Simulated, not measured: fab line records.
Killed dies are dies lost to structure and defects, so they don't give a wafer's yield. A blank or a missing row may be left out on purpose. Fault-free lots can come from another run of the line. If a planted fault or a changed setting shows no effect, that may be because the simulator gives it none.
Problem report in the 8D (eight disciplines) form, filled by code    flow sky130    the parts of the form that need people (team, actions taken, sign-off) are left out

1. THE PROBLEM
FIELD_ISO_CVD_03_THK at SKY_FIELD_ISO_THK_MEAS_04 reads a mean of 152.3 nm on 3 wafers of 1 lot; wafers without a fault read 164.7 nm with a standard deviation of 1.7. That puts it -7.3 standard deviations away from the usual mean.
First observed at day 3 22:09: wafer L157.3, on film-metro-03. The record has a number at this step for 30 wafers belonging to 10 lots. Rule for "out" (also "out of limits"): further than 4 standard deviations from the usual mean. All remaining wafers that have a number are taken as sound.

2. WHAT THIS IS AND IS NOT
question                     is                      is not
which readings at this step  FIELD_ISO_CVD_03_THK    -
which lots                   L157                    L146, L147, L148, L151, L154, L160, L161, L162, L163
which wafers of those lots   all that have a number  -
read on which gauges         film-metro-03           film-metro-02, film-metro-04
when                         from day 3 22:09        up to then (15 sound wafers); but 12 sound wafers of L160, L161, L162, L163 came after

3. SUSPECTS, AND WHAT RULES EACH OUT
Counting: a tool stays on the suspect list if, at a process step up to the reading, it processed all lots that are out and no sound lot following the first of them.
- ruled out: the gauge at SKY_FIELD_ISO_THK_MEAS_04. All the wafers that are out were read on film-metro-03, but those of them that SKY_FIELD_ISO_CVD_03 has rows for are out there too, on other tools.
- lpcvd-02 at SKY_FIELD_ISO_CVD_03 (deposits Si3N4 from DCS/NH3, target thk 165 nm, time 2830 s): ruled out as a lasting fault. After its first lot that is out, L157 (day 3 19:27), sound lots L160, L161, L162, L163 ran on it.
Left after counting: nothing in the record.

4. THE CAUSE (what the simulator had put in)
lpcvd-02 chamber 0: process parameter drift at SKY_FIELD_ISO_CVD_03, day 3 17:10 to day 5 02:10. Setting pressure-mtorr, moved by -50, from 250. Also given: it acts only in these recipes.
The count ruled it out by mistake, since the rule takes a fault to strike every lot its tool runs from the start of the fault on, and this one did not do so.

5. THE CHAIN OF EFFECTS, in route order
Each row: a reading where the mean over the struck wafers with a number is more than 3 standard deviations away from the usual. Scope: only readings with a usual standard deviation given in the record; hours: median across lots of the time from each lot's start at the first step in this table that gives one to its start at this step; sigmas: change in usual standard deviations.
hours  step                       reading               usual        on struck wafers  change  sigmas
0      SKY_FIELD_ISO_CVD_03       pressure-mtorr        250.2 mTorr  199.6             -50.6   -99 or more
3      SKY_FIELD_ISO_THK_MEAS_04  FIELD_ISO_CVD_03_THK  164.7 nm     152.3             -12.4   -7.3
19     SKY_FIELD_ISO_ETCH_15      oes-product-au        0.945 a.u.   0.904             -0.041  -5.4
Process steps it contains:
- SKY_FIELD_ISO_CVD_03: deposits Si3N4 from DCS/NH3, target thk 165 nm, time 2830 s.
- SKY_FIELD_ISO_ETCH_15: etches the open film in CHF3/O2, stops on Si, target depth 180 nm, time 72 s.
At these later measuring or inspecting steps, every struck wafer for which the step has a row has a number for every such reading, and none has moved that far: SKY_NWELL_OVL_MEAS_23, SKY_VT_ADJUST_NCORE_OVL_MEAS_08.

6. HOW IT WOULD HAVE BEEN CAUGHT EARLIER
5 hours passed between the start of the fault at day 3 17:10 and the first reading out of limits at a measuring or inspecting step in this record, taken at day 3 22:09.
The tool's own readings at SKY_FIELD_ISO_CVD_03 were out on every struck wafer that the step has a row for (pressure-mtorr): an alarm limit on them would have fired on the first of those.
